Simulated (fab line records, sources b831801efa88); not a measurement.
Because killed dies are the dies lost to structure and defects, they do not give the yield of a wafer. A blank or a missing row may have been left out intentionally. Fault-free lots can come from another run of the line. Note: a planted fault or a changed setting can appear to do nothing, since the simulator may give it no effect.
Shared-tool check -- flow gf180mcu -- Lots sampled 14, wafers sampled 42

== WHY THIS WAS OPENED ==
GF_HV_LDD_TW_MEAS_38, reading HV_LDD_3_TW: flagged on 2 of 14 lots. No-fault wafers: 1437, standard deviation 14.
Rule: a lot is flagged when every wafer of it that has a number lies more than 4 standard deviations from that mean, or none has a number. The other lots count as sound.

lot,measured,on,"HV_LDD_3_TW, wafer by wafer",flag
L718,day 12 10:38,film metro-01,1433 1427 1424,
L719,day 12 16:46,film metro-04,1463 1481 1471,
L720,day 13 02:13,film metro-04,1453 1461 1453,
L722,day 13 19:22,film metro-01,1429 1427 1429,
L723,day 14 03:46,film metro-01,1308 1302 1305,FLAGGED
L724,day 14 11:34,film metro-02,1291 1300 1300,FLAGGED
L725,day 14 21:22,film metro-01,1425 1426 1432,
L727,day 15 13:13,film metro-01,1424 1425 1431,
L731,day 17 02:28,film metro-04,1456 1441 1446,
L732,day 17 04:46,film metro-04,1453 1451 1454,
L733,day 17 09:10,film metro-04,1463 1459 1456,
L736,day 18 16:42,film metro-04,1443 1457 1445,
L737,day 19 05:31,film metro-01,1444 1445 1431,
L738,day 19 15:12,film metro-01,1441 1431 1431,
The numbers of the flagged lots are 1301 on average: -136 against the usual, or -10 standard deviations.

== LOT BY LOT: THE TOOL USED ==
The record keeps 1 process step preceding the reading, out of 602 steps on the route. Each cell gives the tool, then ch followed by the chambers the sampled wafers passed through, then the start.
lot,flag,GF_HV_LDD_IMPLANT_35
L718,,"implanter-01 ch 0, day 12 10:14"
L719,,"implanter-01 ch 0, day 12 16:22"
L720,,"implanter-01 ch 0, day 13 01:50"
L722,,"implanter-02 ch 0, day 13 18:58"
L723,FLAGGED,"implanter-02, day 14 03:22"
L724,FLAGGED,"implanter-01, day 14 11:10"
L725,,"implanter-01 ch 0, day 14 20:58"
L727,,"implanter-03 ch 0, day 15 12:49"
L731,,"implanter-03 ch 0, day 17 02:04"
L732,,"implanter-02 ch 0, day 17 04:23"
L733,,"implanter-02 ch 0, day 17 08:47"
L736,,"implanter-02 ch 0, day 18 16:18"
L737,,"implanter-02 ch 0, day 19 05:08"
L738,,"implanter-01 ch 0, day 19 14:48"
What is done by these steps:
- GF_HV_LDD_IMPLANT_35
- GF_HV_LDD_TW_MEAS_38

== FLAGGED OVER TOTAL, TOOL BY TOOL (the gauges that took the reading come last) ==
step,tool,lots run,flagged,share of the flagged lots,sound lots run after its first flagged lot
GF_HV_LDD_IMPLANT_35,implanter-01,6,1,some,"2 (L725,L738)"
GF_HV_LDD_IMPLANT_35,implanter-02,6,1,some,"4 (L732,L733,L736,L737)"
GF_HV_LDD_IMPLANT_35,implanter-03,2,0,none,-
GF_HV_LDD_TW_MEAS_38,film metro-01,7,1,some,"4 (L725,L727,L737,L738)"
GF_HV_LDD_TW_MEAS_38,film metro-02,1,1,some,0
GF_HV_LDD_TW_MEAS_38,film metro-04,6,0,none,-

== WHAT THE TABLE PERMITS ==
No row of the table ran every flagged lot.

== WHAT HAD BEEN PUT IN BY THE SIMULATOR ==
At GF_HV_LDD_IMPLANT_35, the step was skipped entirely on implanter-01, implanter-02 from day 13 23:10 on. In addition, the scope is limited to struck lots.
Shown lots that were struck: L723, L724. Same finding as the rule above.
